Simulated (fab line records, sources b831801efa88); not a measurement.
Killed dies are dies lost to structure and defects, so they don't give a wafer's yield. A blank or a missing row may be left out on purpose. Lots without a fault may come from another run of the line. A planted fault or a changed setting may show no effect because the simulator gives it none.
Split-lot experiment | flow sfq_line | 5 lots, 23 wafers read, on a route of 325 steps

THE SPLIT
At SFQ_TRILAYER_I3_VIA_LITHO_COAT_085 (resist thk 650 nm), the setting spin_rpm was moved away from the recipe's 3000 rpm on 7 of the 23 wafers read, by -6.5% to +5.8%. The other wafers ran this setting at the recipe's value.

FROM THE SPLIT TO THE READING: what the file shows between them, 4 steps
- SFQ_TRILAYER_I3_VIA_LITHO_SOFTBAKE_089
- SFQ_TRILAYER_I3_VIA_LITHO_EXPOSE_086: exposes mask I3, target cd 500 nm
- SFQ_TRILAYER_I3_VIA_LITHO_DEVELOP_087: time 60 s
- SFQ_TRILAYER_I3_VIA_BARC_OPEN_VIA_ETCH_121: etches BARC in O2, target depth 125 nm, time 41.7 s

THE READING
KrF_of_TRILAYER_I3_VIA_LITHO_COAT_085.thk_nm (the simulator's own value, which no gauge read), in nm, at SFQ_TRILAYER_I3_VIA_ETCH_VIA_ETCH_088 (etches SiO2 in CHF3, stops on Nb, target depth 260 nm). The file gives no usual value for it. The 16 wafers here that ran the recipe average 529.0 nm, standard deviation 1.6 nm.

wafer  | tool, chamber at the split | spin_rpm as run, rpm | against the recipe | KrF_of_TRILAYER_I3_VIA_LITHO_COAT_085.thk_nm, nm | against lot-mates on the recipe
L075.1 | litho_track-01, 0          | 3000                 | recipe             | 530.2                                            | -
L075.5 | litho_track-01, 0          | 3000                 | recipe             | 529.6                                            | -
L075.6 | litho_track-01, 0          | 3000                 | recipe             | 527.6                                            | -
L080.1 | litho_track-04, 0          | 3000                 | recipe             | 527.2                                            | -
L080.2 | litho_track-04, 0          | 3173                 | +5.8%              | 512.7                                            | -16.3
L080.3 | litho_track-04, 0          | 3173                 | +5.8%              | 510.3                                            | -18.7
L080.4 | litho_track-04, 0          | 3000                 | recipe             | 530.8                                            | -
L080.5 | litho_track-04, 0          | 3173                 | +5.8%              | 511.1                                            | -17.9
L081.2 | litho_track-01, 0          | 3000                 | recipe             | 530.6                                            | -
L081.3 | litho_track-01, 0          | 3000                 | recipe             | 528                                              | -
L081.4 | litho_track-01, 0          | 3000                 | recipe             | 529                                              | -
L081.5 | litho_track-01, 0          | 3000                 | recipe             | 529                                              | -
L081.6 | litho_track-01, 0          | 3000                 | recipe             | 531.6                                            | -
L083.2 | litho_track-04, 0          | 2805                 | -6.5%              | 546.4                                            | +19.3
L083.3 | litho_track-04, 0          | 3000                 | recipe             | 526.8                                            | -
L083.4 | litho_track-04, 0          | 3000                 | recipe             | 527.2                                            | -
L083.5 | litho_track-04, 0          | 3000                 | recipe             | 527.3                                            | -
L083.6 | litho_track-04, 0          | 2805                 | -6.5%              | 547.3                                            | +20.2
L085.1 | litho_track-03, 0          | 3145                 | +4.8%              | 515.2                                            | -14.6
L085.2 | litho_track-03, 0          | 3000                 | recipe             | 532                                              | -
L085.4 | litho_track-03, 0          | 3000                 | recipe             | 529.9                                            | -
L085.5 | litho_track-03, 0          | 3145                 | +4.8%              | 514.6                                            | -15.2
L085.6 | litho_track-03, 0          | 3000                 | recipe             | 527.6                                            | -

THE FIT
A straight line over all 23 wafers: KrF_of_TRILAYER_I3_VIA_LITHO_COAT_085.thk_nm changes by -2.9 nm for each +1% of spin_rpm; r = -0.99; the points scatter about the line by 1.6 nm.
The same after taking each lot's own level away (the mean of its wafers on the recipe; 23 wafers): -3.06 nm for each +1%; r = -0.99; scatter 1.2 nm.
On that fit, the largest move of spin_rpm shifts the reading by 20 nm.
The lots' own levels span 527.10 to 529.83 nm, that is 1.7 times the standard deviation above.
So the lot-to-lot level changes the slope little: the two slopes agree.
Check: with one of the wafers moved furthest among these (-6.5%) left out of the fit, the line predicts +20 nm for it against its lot-mates. It came out at +19.3 nm against them.

OTHER SPLITS ON THESE WAFERS
These wafers also went through other splits before the reading. Each is held against what the fit with the lots' levels taken away leaves over:
other split on the same wafers                   | wafers away from the commonest value | r with KrF_of_TRILAYER_I3_VIA_LITHO_COAT_085.thk_nm (lot level and that fit taken away)
SFQ_TRILAYER_M2_LITHO_EXPOSE_058 dose_mj         | 9                                    | +0.11
SFQ_TRILAYER_I2_VIA_LITHO_COAT_072 resist_thk_nm | 7                                    | -0.31
SFQ_TRILAYER_M3_DEP_SPUTTER_073 power_w          | 9                                    | +0.04
SFQ_TRILAYER_M3_ETCH_METAL_ETCH_078 bias_w       | 10                                   | +0.29

THE WHOLE CHAIN: every reading that the file lists as answering this split, in the file's order
step                                       | what it does                                          | reading                                                                                       | change (the file's fit)              | r (the file's)
SFQ_TRILAYER_I3_VIA_LITHO_COAT_085         | resist thk 650 nm                                     | KrF_of_TRILAYER_I3_VIA_LITHO_COAT_085.thk_nm (the simulator's own value, which no gauge read) | -3.27 nm for each +1% of the setting | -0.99
SFQ_TRILAYER_I3_VIA_BARC_OPEN_VIA_ETCH_121 | etches BARC in O2, target depth 125 nm, time 41.7 s   | KrF_of_TRILAYER_I3_VIA_LITHO_COAT_085.thk_nm (the simulator's own value, which no gauge read) | -3.16 nm for each +1% of the setting | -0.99
SFQ_TRILAYER_I3_VIA_ETCH_VIA_ETCH_088      | etches SiO2 in CHF3, stops on Nb, target depth 260 nm | KrF_of_TRILAYER_I3_VIA_LITHO_COAT_085.thk_nm (the simulator's own value, which no gauge read) | -3.06 nm for each +1% of the setting | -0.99

THE FILE'S OWN FIT
KrF_of_TRILAYER_I3_VIA_LITHO_COAT_085.thk_nm changes by -3.06 nm for each +1% of spin_rpm, r = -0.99.
